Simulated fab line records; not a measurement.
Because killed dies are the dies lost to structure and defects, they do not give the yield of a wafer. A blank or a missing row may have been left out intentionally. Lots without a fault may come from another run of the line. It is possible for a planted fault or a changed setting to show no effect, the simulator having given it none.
Which tool was responsible? :: flow sky130 :: 39 wafers from 13 lots sampled at 4 of the route's 708 steps

WHAT EACH GAUGE READ, for each wafer
SKY_NWELL_TW_MEAS_15. Usual: NWELL_TW typically reads 1834, with standard deviation 27.
lot: L117
measured: day 4 19:50
on: film metro-03
NWELL_TW: 1835 1832 1829
flag: 

lot: L119
measured: day 5 04:56
on: film metro-02
NWELL_TW: 1866 1868 1868
flag: 

lot: L120
measured: day 5 20:04
on: film metro-03
NWELL_TW: 1853 1846 1849
flag: 

lot: L121
measured: day 5 19:49
on: film metro-03
NWELL_TW: 1850 1851 1838
flag: 

lot: L123
measured: day 6 06:00
on: film metro-04
NWELL_TW: 1796 1791 1791
flag: 

lot: L124
measured: day 6 13:22
on: film metro-03
NWELL_TW: 1854 1848 1849
flag: 

lot: L130
measured: day 8 19:36
on: film metro-04
NWELL_TW: 1790 1789 1791
flag: 

lot: L133
measured: day 9 02:50
on: film metro-02
NWELL_TW: 1852 1849 1861
flag: 

lot: L137
measured: day 10 04:41
on: film metro-04
NWELL_TW: 1800 1801 1802
flag: 

lot: L138
measured: day 10 02:23
on: film metro-04
NWELL_TW: 1805 1802 1811
flag: 

lot: L139
measured: day 10 12:59
on: film metro-03
NWELL_TW: 1861 1854 1853
flag: 

SKY_NWELL_RS_MEAS_31: the measuring method here is four-point-probe. Usual: PWDE_RS typically reads 5283 ohm/sq, with standard deviation 16.
lot: L117
measured: day 5 13:48
on: film metro-04
PWDE_RS (ohm/sq): 5283 5281 5282
flag: 

lot: L119
measured: day 5 23:06
on: film metro-04
PWDE_RS (ohm/sq): 5269 5261 5270
flag: 

lot: L120
measured: day 6 13:45
on: film metro-02
PWDE_RS (ohm/sq): 5303 5288 5310
flag: 

lot: L121
measured: day 6 13:11
on: film metro-02
PWDE_RS (ohm/sq): 5285 5283 5314
flag: 

lot: L123
measured: day 7 01:16
on: film metro-02
PWDE_RS (ohm/sq): 5280 5278 5286
flag: 

lot: L124
measured: day 7 09:40
on: film metro-04
PWDE_RS (ohm/sq): 5283 5255 5249
flag: 

lot: L130
measured: day 9 17:10
on: film metro-02
PWDE_RS (ohm/sq): 5284 5282 5278
flag: 

lot: L133
measured: day 10 00:38
on: film metro-03
PWDE_RS (ohm/sq): 5263 5267 5276
flag: 

lot: L137
measured: day 11 03:26
on: film metro-03
PWDE_RS (ohm/sq): 5287 5276 5281
flag: 

lot: L138
measured: day 11 01:44
on: film metro-03
PWDE_RS (ohm/sq): 5287 5285 5294
flag: 

lot: L139
measured: day 11 12:23
on: film metro-02
PWDE_RS (ohm/sq): 5270 5278 5293
flag: 

WHICH TOOL RAN EACH LOT (tool, then ch and the chambers of the sampled wafers, then the start)
lot: L117
SKY_FIELD_ISO_STRIP_16: plasma asher-04 ch 0,1, day 2 10:05
SKY_FIELD_ISO_ETCH_17: rie si-02 ch 1,2,3, day 2 10:10

lot: L119
SKY_FIELD_ISO_STRIP_16: plasma asher-02 ch 0,1, day 2 21:00
SKY_FIELD_ISO_ETCH_17: rie si-02 ch 1,3, day 2 21:06

lot: L120
SKY_FIELD_ISO_STRIP_16: plasma asher-03 ch 0,1, day 3 04:23
SKY_FIELD_ISO_ETCH_17: rie si-02 ch 0,3, day 3 04:28

lot: L121
SKY_FIELD_ISO_STRIP_16: plasma asher-02 ch 0,1, day 3 07:43
SKY_FIELD_ISO_ETCH_17: rie si-01 ch 0,2,3, day 3 07:49

lot: L123
SKY_FIELD_ISO_STRIP_16: plasma asher-02 ch 0,1, day 3 16:56
SKY_FIELD_ISO_ETCH_17: rie si-02 ch 1,2,3, day 3 17:01

lot: L124
SKY_FIELD_ISO_STRIP_16: plasma asher-02 ch 0,1, day 3 23:44
SKY_FIELD_ISO_ETCH_17: rie si-02 ch 1,2,3, day 3 23:50

lot: L130
SKY_FIELD_ISO_STRIP_16: plasma asher-03 ch 0,1, day 5 08:20
SKY_FIELD_ISO_ETCH_17: rie si-02 ch 1,2,3, day 5 08:25

lot: L133
SKY_FIELD_ISO_STRIP_16: plasma asher-04 ch 0, day 5 22:55
SKY_FIELD_ISO_ETCH_17: rie si-02 ch 0,2,3, day 5 23:01

lot: L134
SKY_FIELD_ISO_STRIP_16: plasma asher-04 ch 0, day 6 05:55
SKY_FIELD_ISO_ETCH_17: rie si-01 ch 2,3, day 6 06:01

lot: L135
SKY_FIELD_ISO_STRIP_16: plasma asher-04 ch 0,1, day 6 13:41
SKY_FIELD_ISO_ETCH_17: rie si-01 ch 0,3, day 6 13:45

lot: L137
SKY_FIELD_ISO_STRIP_16: plasma asher-02 ch 0, day 7 02:39
SKY_FIELD_ISO_ETCH_17: rie si-02 ch 0,2,3, day 7 02:45

lot: L138
SKY_FIELD_ISO_STRIP_16: plasma asher-04 ch 0,1, day 7 02:55
SKY_FIELD_ISO_ETCH_17: rie si-01 ch 1,2,3, day 7 03:01

lot: L139
SKY_FIELD_ISO_STRIP_16: plasma asher-02 ch 0,1, day 7 07:01
SKY_FIELD_ISO_ETCH_17: rie si-02 ch 0,3, day 7 07:07
- SKY_FIELD_ISO_STRIP_16: strips in O2/N2.
- SKY_FIELD_ISO_ETCH_17: etches Si in HBr/Cl2/O2, target depth 342 nm, time 97.7 s.

WHAT THE TOOLS THEMSELVES READ (means of the sampled wafers that have a number; where no wafer has one, the mark that the record gives instead)
SKY_FIELD_ISO_STRIP_16. Usual: chamber pressure mTorr 1500.1 mTorr, standard deviation 1.4; drypump motor current A 5.6 A, standard deviation 0.4; n2 flow sccm 300.1 sccm, standard deviation 0.91; oes product au 0.378 a.u., standard deviation 0.005; strip time to endpoint s 3.57 s, standard deviation 0.031.
lot: L117
tool: plasma asher-04
chamber pressure mTorr (mTorr): 1500.5
drypump motor current A (A): 5.3
n2 flow sccm (sccm): 300.7
oes product au (a.u.): 0.377
strip time to endpoint s (s): 3.57
flag: 

lot: L119
tool: plasma asher-02
chamber pressure mTorr (mTorr): 1500.2
drypump motor current A (A): 5.7
n2 flow sccm (sccm): 299.5
oes product au (a.u.): 0.378
strip time to endpoint s (s): 3.58
flag: 

lot: L120
tool: plasma asher-03
chamber pressure mTorr (mTorr): 1501.1
drypump motor current A (A): 5.9
n2 flow sccm (sccm): 300.3
oes product au (a.u.): 0.383
strip time to endpoint s (s): 3.56
flag: 

lot: L121
tool: plasma asher-02
chamber pressure mTorr (mTorr): 1498.8
drypump motor current A (A): 5.5
n2 flow sccm (sccm): 300.6
oes product au (a.u.): 0.378
strip time to endpoint s (s): 3.52
flag: 

lot: L123
tool: plasma asher-02
chamber pressure mTorr (mTorr): 1500.2
drypump motor current A (A): 5.7
n2 flow sccm (sccm): 300.1
oes product au (a.u.): 0.382
strip time to endpoint s (s): 3.55
flag: 

lot: L124
tool: plasma asher-02
chamber pressure mTorr (mTorr): 1500.0
drypump motor current A (A): 5.7
n2 flow sccm (sccm): 299.5
oes product au (a.u.): 0.373
strip time to endpoint s (s): 3.58
flag: 

lot: L130
tool: plasma asher-03
chamber pressure mTorr (mTorr): 1498.2
drypump motor current A (A): 6.0
n2 flow sccm (sccm): 300.3
oes product au (a.u.): 0.381
strip time to endpoint s (s): 3.59
flag: 

lot: L133
tool: plasma asher-04
chamber pressure mTorr (mTorr): 1499.7
drypump motor current A (A): 5.9
n2 flow sccm (sccm): 300.0
oes product au (a.u.): 0.385
strip time to endpoint s (s): 3.58
flag: 

lot: L134
tool: plasma asher-04
chamber pressure mTorr (mTorr): -
drypump motor current A (A): -
n2 flow sccm (sccm): -
oes product au (a.u.): -
strip time to endpoint s (s): -
flag: OFF

lot: L135
tool: plasma asher-04
chamber pressure mTorr (mTorr): -
drypump motor current A (A): -
n2 flow sccm (sccm): -
oes product au (a.u.): -
strip time to endpoint s (s): -
flag: OFF

lot: L137
tool: plasma asher-02
chamber pressure mTorr (mTorr): 1499.0
drypump motor current A (A): 5.3
n2 flow sccm (sccm): 300.7
oes product au (a.u.): 0.375
strip time to endpoint s (s): 3.54
flag: 

lot: L138
tool: plasma asher-04
chamber pressure mTorr (mTorr): 1499.7
drypump motor current A (A): 5.6
n2 flow sccm (sccm): 299.9
oes product au (a.u.): 0.378
strip time to endpoint s (s): 3.57
flag: 

lot: L139
tool: plasma asher-02
chamber pressure mTorr (mTorr): 1500.7
drypump motor current A (A): 5.5
n2 flow sccm (sccm): 300.0
oes product au (a.u.): 0.379
strip time to endpoint s (s): 3.61
flag: 

SKY_FIELD_ISO_ETCH_17. Usual: O2_flow_sccm 6.001 sccm, standard deviation 0.017; bias w 150.0 W, standard deviation 0.43; drypump motor current A 5.4 A, standard deviation 0.41; oes product au 1.003 a.u., standard deviation 0.0088; throttle valve pct 25.654 %, standard deviation 0.01.
lot: L117
tool: rie si-02
O2_flow_sccm (sccm): 5.988
bias w (W): 150.0
drypump motor current A (A): 5.3
oes product au (a.u.): 0.999
throttle valve pct (%): 25.653
flag: 

lot: L119
tool: rie si-02
O2_flow_sccm (sccm): 6.007
bias w (W): 150.1
drypump motor current A (A): 5.1
oes product au (a.u.): 1.002
throttle valve pct (%): 25.657
flag: 

lot: L120
tool: rie si-02
O2_flow_sccm (sccm): 6.006
bias w (W): 150.0
drypump motor current A (A): 5.3
oes product au (a.u.): 1.007
throttle valve pct (%): 25.646
flag: 

lot: L121
tool: rie si-01
O2_flow_sccm (sccm): 5.998
bias w (W): 149.9
drypump motor current A (A): 5.3
oes product au (a.u.): 1.009
throttle valve pct (%): 25.654
flag: 

lot: L123
tool: rie si-02
O2_flow_sccm (sccm): 6.019
bias w (W): 150.0
drypump motor current A (A): 5.3
oes product au (a.u.): 1.003
throttle valve pct (%): 25.648
flag: 

lot: L124
tool: rie si-02
O2_flow_sccm (sccm): 6.007
bias w (W): 150.3
drypump motor current A (A): 5.2
oes product au (a.u.): 1.010
throttle valve pct (%): 25.653
flag: 

lot: L130
tool: rie si-02
O2_flow_sccm (sccm): 6.010
bias w (W): 149.4
drypump motor current A (A): 5.3
oes product au (a.u.): 1.007
throttle valve pct (%): 25.654
flag: 

lot: L133
tool: rie si-02
O2_flow_sccm (sccm): 6.002
bias w (W): 149.9
drypump motor current A (A): 5.5
oes product au (a.u.): 1.014
throttle valve pct (%): 25.659
flag: 

lot: L134
tool: rie si-01
O2_flow_sccm (sccm): 6.014
bias w (W): 150.0
drypump motor current A (A): 5.7
oes product au (a.u.): 0.997
throttle valve pct (%): 25.667
flag: 

lot: L135
tool: rie si-01
O2_flow_sccm (sccm): 5.990
bias w (W): 150.1
drypump motor current A (A): 5.2
oes product au (a.u.): 1.000
throttle valve pct (%): 25.656
flag: 

lot: L137
tool: rie si-02
O2_flow_sccm (sccm): 6.024
bias w (W): 149.8
drypump motor current A (A): 5.5
oes product au (a.u.): 1.012
throttle valve pct (%): 25.651
flag: 

lot: L138
tool: rie si-01
O2_flow_sccm (sccm): 6.012
bias w (W): 150.6
drypump motor current A (A): 5.5
oes product au (a.u.): 1.008
throttle valve pct (%): 25.663
flag: 

lot: L139
tool: rie si-02
O2_flow_sccm (sccm): 5.973
bias w (W): 149.8
drypump motor current A (A): 5.3
oes product au (a.u.): 1.003
throttle valve pct (%): 25.657
flag: 

THE ANSWER, worked out from the rows above alone
Rule: a lot is off if the mean of its wafers that have a number lies more than 3 standard deviations from the usual mean. A lot without any number at a reading at which 4 lots or more have one is off too. The other lots that the step has rows for count as sound. After the gauges, taken in route order, come the tools' own readings; for these a lot's mean is taken, as printed above. At the first step where some lot is off, the reading lying furthest off is the one used; lots without a number count as furthest.
Off, at SKY_FIELD_ISO_STRIP_16 on chamber pressure mTorr: L134, L135. Without a number there: L134, L135.
A tool fits if, at that step or a process step before it, it ran every lot that is off, and no sound lot after the first of them. None of those tried fits.

WHAT THE SIMULATOR PUT IN
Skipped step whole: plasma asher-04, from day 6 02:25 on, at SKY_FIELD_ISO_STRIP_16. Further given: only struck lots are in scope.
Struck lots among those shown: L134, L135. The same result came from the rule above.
